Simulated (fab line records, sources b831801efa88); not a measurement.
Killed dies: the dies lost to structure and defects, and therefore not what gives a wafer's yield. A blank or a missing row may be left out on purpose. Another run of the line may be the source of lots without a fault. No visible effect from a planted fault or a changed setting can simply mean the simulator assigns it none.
Which tool is to blame?    flow sky130    14 lots with 42 wafers sampled at 2 steps, on a route of 708 steps

## WHAT THE GAUGES SHOWED, per wafer
The record holds no reading of a measuring or inspecting step that can be judged against a usual standard deviation.

## EACH LOT AND THE TOOL THAT RAN IT (in order: tool; ch and the chambers of the sampled wafers; start)
lot   SKY_CONTACT_CVD_24            SKY_PAD_OPEN_PROBE_99
L944  cvdW-01 ch 0, day 31 06:06    -
L945  cvdW-02 ch 0,1, day 31 08:52  -
L946  cvdW-01 ch 0,1, day 32 04:07  -
L948  cvdW-01 ch 0,1, day 32 18:52  -
L951  cvdW-01 ch 0,1, day 33 19:15  -
L952  cvdW-01 ch 0,1, day 33 20:10  -
L955  cvdW-01 ch 0,1, day 35 04:37  prober-02, day 48 12:58
L957  cvdW-01 ch 0,1, day 35 12:44  prober-01, day 48 17:17
L956  cvdW-02 ch 0,1, day 35 19:48  -
L963  cvdW-01 ch 0,1, day 38 14:44  -
L965  cvdW-01 ch 0,1, day 38 15:04  -
L964  cvdW-01 ch 0,1, day 38 16:07  -
L967  cvdW-01 ch 0,1, day 38 17:19  -
L966  cvdW-01 ch 0,1, day 38 20:25  -
- SKY_CONTACT_CVD_24: deposits W, target thk 340 nm, time 102.12 s.
- SKY_PAD_OPEN_PROBE_99

## AS READ BY THE TOOLS THEMSELVES (means over the sampled wafers that have a number; for cases with no such wafer, the mark the record gives instead)
SKY_CONTACT_CVD_24.
lot   tool     heaterPowerW (W)
L944  cvdW-01  854
L945  cvdW-02  832
L946  cvdW-01  951
L948  cvdW-01  949
L951  cvdW-01  941
L952  cvdW-01  902
L955  cvdW-01  918
L957  cvdW-01  962
L956  cvdW-02  835
L963  cvdW-01  918
L965  cvdW-01  950
L964  cvdW-01  948
L967  cvdW-01  941
L966  cvdW-01  940

SKY_PAD_OPEN_PROBE_99.
lot   tool       killed_at_M0_to_M3  killed_at_M4_up  killedAtContacts  killedAtFrontEnd  killedAtOther  killedDies  killedOpen  killedShort
L955  prober-02  46                  2.7              70                17                0.0            136         45          41
L957  prober-01  40                  1.3              75                14                0.0            130         46          31

## THE ANSWER, worked out from the rows above alone
Rule: the usual values come from the lots themselves. Put in order of their means at a reading, lots are off if they are a third of the lots or fewer, leave a main group of 4 or more, and stand apart from it by a gap of 3 or more times the standard deviation of the main group's means; of several such gaps the widest counts. A main group is skipped when, at the precision printed for the reading in the tables above, its means are all equal. Also off: a lot with no number at a reading for which 4 or more lots have one. The other lots that the step has rows for count as sound. After the gauges, taken in route order, come the tools' own readings; for these a lot's mean is taken, as printed above. The first step at which some lot is off is used, and at that step the reading that is off furthest; a lot without a number counts as furthest.
Nothing can be told from this: no lot is off at any reading shown.

## WHAT THE SIMULATOR PUT IN
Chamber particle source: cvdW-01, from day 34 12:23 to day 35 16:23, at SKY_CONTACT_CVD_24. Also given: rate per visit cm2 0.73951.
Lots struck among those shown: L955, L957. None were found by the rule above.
